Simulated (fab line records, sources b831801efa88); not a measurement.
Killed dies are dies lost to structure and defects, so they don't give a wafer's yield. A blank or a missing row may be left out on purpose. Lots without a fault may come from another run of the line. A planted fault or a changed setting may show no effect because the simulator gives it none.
fab line records | flow sky130
record lots=6 wafers=18 last_day=50
route steps=708 shown LI_CONTACT@385 LOCAL_INTERCONNECT@387 PAD_OPEN@708
lots that met no fault: from a run of the same line without faults
start_h: hours from the record's first day to the start of the lot's first wafer shown | wait_h: hours since the lot's step before | " the same as in the row above | L1.1+2: a row that stands for several wafers | - no value, or no start given | * or withheld: withheld | < > ~ a bound
route shown NAME@n: a module of which the file shows steps, and the number in the route of the first | usual: mean/standard deviation of fault-free wafers | same: alike in all rows | chamber/n: place in a boat | sites: the reading at each site | _std_site: their standard deviation | _edge_site: outer sites' mean less inner sites' | radius_mm: how far each site lies from the wafer's centre | mask NAME#n: copy n | behind: the tool/chamber that last shaped the wafer | hold: why the lot was held/for how many hours/how that ended | device: the transistor (n, p or np) that didn't switch | end of line: the same wafers' tests at the end of the route | a step without rows: its recipe alone | killed: dies lost to structure and defects at the first sort, not the wafer's yield | map: a wafer's dies, x killed, . not, _ none there
set.NAME: the setting as run; set.NAME@STEP: as run at that earlier step | model.NAME: the simulator's own value behind a step, which no gauge read
lots at some steps of the route; a table a step, a row a wafer
services: from which hour (start_h, from the record's first day; less than 0 if before it) a tool's chamber was out of use, for how many hours, and why
## steps
# step SKY_LI_CONTACT_THK_MEAS_23
# recipe thk_meas_gauge=xrf reads=W_of_LI_CONTACT_CVD_21
# usual LI_CONTACT_W_THK=395/6.9
# columns lot.wafer tool chamber start_h wait_h LI_CONTACT_W_THK[nm]
L397.1 film_metro-04 - 725.39 0.1 408
L397.2 " - " " 405
L397.6 " - " " 404
L399.3 film_metro-04 - 750.09 0.1 401
L399.4 " - " " 403
L399.5 " - " " 400
L407.1 film_metro-02 - 811.49 0.1 399
L407.2 " - " " 398
L407.6 " - " " 396
L413.1 film_metro-01 - 840.27 0.1 386
L413.3 " - " " 387
L413.6 " - " " 385
L415.1 film_metro-04 - 854.39 0.1 399
L415.2 " - " " 396
L415.5 " - " " 402
L414.2 film_metro-04 - 855.43 0.1 406
L414.3 " - " " 406
L414.4 " - " " 406
# step SKY_LI_CONTACT_CMP_24
# recipe stop_on=PSG t_overpolish_s=20 down_force_psi=3.5 platen_rpm=60 target_thk_nm=0 pad_velocity_m_s=0.94248
# usual head_pressure_psi=3.498/0.0077 motor_current_A=10.6/1.3 overpolish_run_s=20.001/0.0089 time_to_endpoint_s=95/3.5
# columns lot.wafer tool chamber start_h wait_h head_pressure_psi motor_current_A overpolish_run_s time_to_endpoint_s
L397.2 cmp-01 2 725.50 0.1 3.487 8.7 19.990 96
L397.1 " 0 " " 3.494 10.8 19.993 95
L397.6 " 2 " " 3.496 9.8 19.998 99
L399.3 cmp-01 0 750.13 0.0 3.504 11.2 20.006 91
L399.4 " 3 " " 3.497 10.9 20.005 91
L399.5 " 0 " " 3.514 11.6 20.015 90
L407.1 cmp-02 3 811.55 0.1 3.510 11.5 20.000 94
L407.2 " 2 " " 3.493 13.0 19.987 94
L407.6 " 0 " " 3.504 9.3 19.997 97
L413.1 cmp-02 0 840.33 0.1 3.485 9.5 20.000 97
L413.3 " 1 " " 3.511 10.4 20.029 97
L413.6 " 1 " " 3.505 10.9 19.999 97
L415.1 cmp-01 1 854.45 0.1 3.499 8.8 20.000 91
L415.2 " 3 " " 3.499 10.7 20.008 91
L415.5 " 1 " " 3.491 8.8 19.992 91
L414.3 cmp-01 0 855.48 0.0 3.491 11.7 20.003 95
L414.2 " 1 " " 3.496 8.6 20.012 98
L414.4 " 3 " " 3.487 11.0 19.998 92
# step SKY_LOCAL_INTERCONNECT_SPUTTER_00
# recipe material=TiN target_thk_nm=100 temp_c=300 power_w=6500 time_s=83.3 chamber_pressure_pa=0.4
# usual throttle_valve_pct=30.2/0.83
# columns lot.wafer tool chamber start_h wait_h throttle_valve_pct
L397.1 pvd_sputter-02 - 725.75 0.1 29.6
L397.2 " - " " 30.7
L397.6 " - " " 29.9
L399.3 pvd_sputter-01 - 750.43 0.2 31.8
L399.4 " - " " 29.3
L399.5 " - " " 31.5
L407.1 pvd_sputter-02 - 811.85 0.2 30.3
L407.2 " - " " 29.9
L407.6 " - " " 30.6
L413.1 pvd_sputter-04 - 840.63 0.2 30.8
L413.3 " - " " 28.7
L413.6 " - " " 30.7
L415.1 pvd_sputter-01 - 854.75 0.2 29.2
L415.2 " - " " 29.3
L415.5 " - " " 31.6
L414.2 pvd_sputter-02 - 855.78 0.2 29.7
L414.3 " - " " 30.6
L414.4 " - " " 29.7
# step SKY_LOCAL_INTERCONNECT_RS_MEAS_01
# recipe thk_meas_gauge=four-point-probe reads=TiN_of_LOCAL_INTERCONNECT_SPUTTER_00
# usual LOCAL_INTERCONNECT_TIN_RS=14.14/0.15
# columns lot.wafer tool chamber start_h wait_h LOCAL_INTERCONNECT_TIN_RS[ohm/sq]
L397.1 film_metro-01 - 725.81 0.0 14.08
L397.2 " - " " 13.94
L397.6 " - " " 14.09
L399.3 film_metro-03 - 750.53 0.1 14.14
L399.4 " - " " 14.25
L399.5 " - " " 14.23
L407.1 film_metro-02 - 811.91 0.0 14.10
L407.2 " - " " 14.04
L407.6 " - " " 13.92
L413.1 film_metro-01 - 840.69 0.0 14.16
L413.3 " - " " 13.88
L413.6 " - " " 14.13
L415.1 film_metro-01 - 854.85 0.1 14.09
L415.2 " - " " 14.25
L415.5 " - " " 14.19
L414.2 film_metro-03 - 855.86 0.1 14.14
L414.3 " - " " 14.35
L414.4 " - " " 14.23
# step SKY_LOCAL_INTERCONNECT_THK_MEAS_02
# recipe thk_meas_gauge=xrf reads=TiN_of_LOCAL_INTERCONNECT_SPUTTER_00
# usual LOCAL_INTERCONNECT_TIN_THK=100.8/1.1
# columns lot.wafer tool chamber start_h wait_h LOCAL_INTERCONNECT_TIN_THK[nm]
L397.1 film_metro-01 - 725.93 0.1 101.9
L397.2 " - " " 102.4
L397.6 " - " " 101.5
L399.3 film_metro-03 - 750.63 0.1 101.1
L399.4 " - " " 100.6
L399.5 " - " " 100.6
L407.1 film_metro-02 - 812.03 0.1 100.2
L407.2 " - " " 100.3
L407.6 " - " " 101.2
L413.1 film_metro-01 - 840.81 0.1 101.1
L413.3 " - " " 103.1
L413.6 " - " " 101.3
L415.1 film_metro-01 - 854.97 0.1 101.5
L415.2 " - " " 100.8
L415.5 " - " " 100.9
L414.2 film_metro-03 - 855.97 0.1 101.2
L414.3 " - " " 99.2
L414.4 " - " " 100.2
# step SKY_LOCAL_INTERCONNECT_DEHYDRATE_03
# recipe temp_c=200 time_s=60
# step SKY_LOCAL_INTERCONNECT_HMDS_04
# recipe prime_time_s=60 prime_temp_c=120
# step SKY_LOCAL_INTERCONNECT_COAT_05
# recipe resist=BARC temp_c=withheld time_s=withheld spin_rpm=3000 resist_thk_nm=60
# step SKY_LOCAL_INTERCONNECT_COAT_06
# recipe resist=KrF-thick spin_rpm=3000 resist_thk_nm=450
# step SKY_LOCAL_INTERCONNECT_SOFTBAKE_07
# recipe temp_c=100 time_s=90 resist=KrF-thick
# step SKY_LOCAL_INTERCONNECT_EXPOSE_08
# recipe mask_id=LI1M na=0.8 source_shape=annular sigma_inner=0.55 sigma_outer=0.85 target_cd_nm=170 dose_mj=28
# step SKY_LOCAL_INTERCONNECT_PEB_09
# recipe peb_temp_c=withheld peb_time_s=withheld resist=KrF-thick
# step SKY_LOCAL_INTERCONNECT_DEVELOP_10
# recipe develop_time_s=60 resist=KrF-thick dev_temp_c=21
# usual chill_plate_temp_C=22.99/0.1 developer_temp_C=21.00/0.099
# columns lot.wafer tool chamber start_h wait_h chill_plate_temp_C developer_temp_C
L397.1 litho_track-02 0 753 - 23.00 20.91
L397.2 " 0 " " 22.95 21.02
L397.6 " 0 " " 22.94 21.01
L399.3 litho_track-03 0 777 - 23.06 20.80
L399.4 " 0 " " 23.05 20.84
L399.5 " 0 " " 23.14 21.11
L407.1 litho_track-02 0 838 - 22.74 21.79
L407.2 " 0 " " 23.07 21.75
L407.6 " 0 " " 22.87 21.83
L413.1 litho_track-02 0 866 - 23.02 21.87
L413.3 " 0 " " 23.02 22.03
L413.6 " 0 " " 22.80 21.78
L415.1 litho_track-04 0 880 - 23.04 20.98
L415.2 " 0 " " 23.14 20.98
L415.5 " 0 " " 23.05 20.82
L414.2 litho_track-03 0 881 - 22.91 21.14
L414.3 " 0 " " 22.96 20.99
L414.4 " 0 " " 22.93 21.20
# step SKY_LOCAL_INTERCONNECT_CD_MEAS_11
# recipe target_cd_nm=170
# usual cd_nm=170.2/1.8
# columns lot.wafer tool chamber start_h wait_h cd_nm
L397.1 cd_sem-01 - 753.78 - 167.1
L397.2 " - " " 167.1
L397.6 " - " " 169.6
L399.3 cd_sem-02 - 777.81 - 168.1
L399.4 " - " " 168.6
L399.5 " - " " 167.2
L407.1 cd_sem-01 - 838.23 - 167.4
L407.2 " - " " 167.1
L407.6 " - " " 167.6
L413.1 cd_sem-02 - 866.53 - 170.3
L413.3 " - " " 171.1
L413.6 " - " " 170.4
L415.1 cd_sem-01 - 880.93 - 167.6
L415.2 " - " " 167.8
L415.5 " - " " 167.0
L414.2 cd_sem-01 - 882.04 - 169.9
L414.3 " - " " 171.1
L414.4 " - " " 167.7
# step SKY_PAD_OPEN_PROBE_99
# usual killed_at_M0_to_M3=43/7.1 killed_at_M4_up=3.2/1.7 killed_at_contacts=24/5.6 killed_at_front_end=16/5 killed_at_other=0.4/0.68 killed_dies=86/9.3 killed_open=47/7.1 killed_short=39/5.7
# same gross_dies=492 killed_at_back_side=0
# columns lot.wafer tool chamber start_h wait_h killed_at_M0_to_M3 killed_at_M4_up killed_at_contacts killed_at_front_end killed_at_other killed_dies killed_open killed_short
L397.1 prober-02 - 1111.09 0.1 37 3 19 23 0 82 42 40
L397.2 prober-02 - 1111.14 0.1 31 1 18 18 0 68 33 35
L397.6 prober-02 - 1111.34 0.2 32 1 28 20 0 81 42 39
L415.1 prober-01 - 1198.94 0.1 32 8 26 12 1 79 37 42
L415.2 prober-01 - 1198.99 0.1 52 3 29 17 0 101 53 48
L415.5 prober-01 - 1199.14 0.2 37 5 25 18 0 85 51 34
L414.2 prober-02 - 1201.87 0.1 49 2 17 11 0 79 41 38
L414.3 prober-02 - 1201.92 0.2 36 4 19 13 0 72 41 31
L414.4 prober-02 - 1201.97 0.2 34 3 25 18 3 83 45 36
# killed by level:class
L397.1 VIA1:geometric_particle:open=8 FIELD_ISO:geometric_particle:open=7 LI_CONTACT:geometric_particle:open=7 METAL1:geometric_particle:short=6 CONTACT:geometric_particle:open=5 FIELD_ISO:geometric_particle:short=4 CONTACT:geometric_particle:short=4 VIA3:geometric_particle:short=4
L397.2 FIELD_ISO:geometric_particle:short=6 METAL1:geometric_particle:short=6 VIA1:geometric_particle:open=6 VIA3:geometric_particle:open=6 CONTACT:geometric_particle:open=5 LI_CONTACT:geometric_particle:short=4 VIA2:geometric_particle:open=4 FIELD_ISO:geometric_particle:open=3
L397.6 CONTACT:geometric_particle:open=13 METAL2:geometric_particle:short=9 FIELD_ISO:geometric_particle:short=8 VIA1:geometric_particle:short=8 LI_CONTACT:geometric_particle:open=7 VIA1:geometric_particle:open=5 FIELD_ISO:geometric_particle:open=4 LOCAL_INTERCONNECT:geometric_particle:short=4
L415.1 CONTACT:geometric_particle:open=7 METAL1:geometric_particle:short=6 FIELD_ISO:geometric_particle:open=5 LI_CONTACT:geometric_particle:open=5 LOCAL_INTERCONNECT:geometric_particle:short=5 VIA1:geometric_particle:open=5 METAL2:geometric_particle:short=5 VIA2:geometric_particle:open=5
L415.2 VIA1:geometric_particle:open=12 METAL2:geometric_particle:short=8 LI_CONTACT:geometric_particle:open=7 CONTACT:geometric_particle:open=7 VIA1:geometric_particle:short=6 VIA2:geometric_particle:open=6 FIELD_ISO:geometric_particle:short=5 CONTACT:geometric_particle:short=5
L415.5 LI_CONTACT:geometric_particle:open=14 VIA1:geometric_particle:open=14 FIELD_ISO:geometric_particle:short=6 VIA2:geometric_particle:open=6 METAL3:geometric_particle:short=6 METAL4:geometric_particle:short=5 LI_CONTACT:geometric_particle:short=4 VIA3:geometric_particle:open=4
L414.2 VIA1:geometric_particle:open=13 VIA3:geometric_particle:open=10 CONTACT:geometric_particle:open=6 METAL2:geometric_particle:short=5 LOCAL_INTERCONNECT:geometric_particle:short=4 CONTACT:geometric_particle:short=4 VIA2:geometric_particle:short=4 VIA3:geometric_particle:short=4
L414.3 CONTACT:geometric_particle:open=11 VIA3:geometric_particle:open=8 FIELD_ISO:geometric_particle:short=6 LI_CONTACT:geometric_particle:open=5 VIA1:geometric_particle:open=5 VIA2:geometric_particle:short=5 METAL3:geometric_particle:short=4 METAL4:geometric_particle:short=4
L414.4 FIELD_ISO:geometric_particle:short=8 VIA1:geometric_particle:open=7 CONTACT:geometric_particle:open=7 VIA2:geometric_particle:open=7 LI_CONTACT:geometric_particle:open=6 VIA3:geometric_particle:open=6 LOCAL_INTERCONNECT:geometric_particle:short=4 CONTACT:geometric_particle:short=4
## services
# columns tool chamber start_h hours kind
cmp-02 - 722.96 15.3 repair
cmp-02 - 738.29 6.2 pm
pvd_sputter-04 - 744.91 22.3 repair
cmp-02 - 748.54 4.0 pm
cmp-02 - 752.54 - consumable_replace:conditioner
cmp-02 - 752.54 - consumable_replace:pad
cmp-02 - 759.53 2.6 repair
cmp-01 - 762.41 21.0 pm
pvd_sputter-02 - 777.74 1.8 repair
cmp-01 - 792.25 5.1 pm
cmp-01 - 798.81 1.1 repair
pvd_sputter-01 - 813.63 1.2 repair
pvd_sputter-02 - 831.83 20.9 repair
pvd_sputter-02 - 839.97 14.8 repair
cmp-01 - 848.83 0.5 repair
cmp-01 - 871.80 1.1 repair
## key
first_sign step=SKY_LOCAL_INTERCONNECT_DEVELOP_10 reading=developer_temp_C direction=up sigmas=8.5 usual=* struck=*
effect none on later readings
met_at SKY_LOCAL_INTERCONNECT_DEVELOP_10
struck_wafers L407.1,L407.2,L407.6,L413.1,L413.3,L413.6
tester_left_out L407,L413
onset_between 753 838
fault kind=process_parameter_drift tool=litho_track-02 chamber=- onset_h=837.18 steps=SKY_LOCAL_INTERCONNECT_DEVELOP_10 channel=dev_temp_c offset=* shape=step end_h=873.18 acts_in=* stated=*
# tester_left_out: of these lots the tester's yield and bins aren't shown, on N5 and GAA mostly nor the transistor test; their killed dies are dies lost to structure and defects alone, not to doping, threshold or leakage, so they don't give the yield
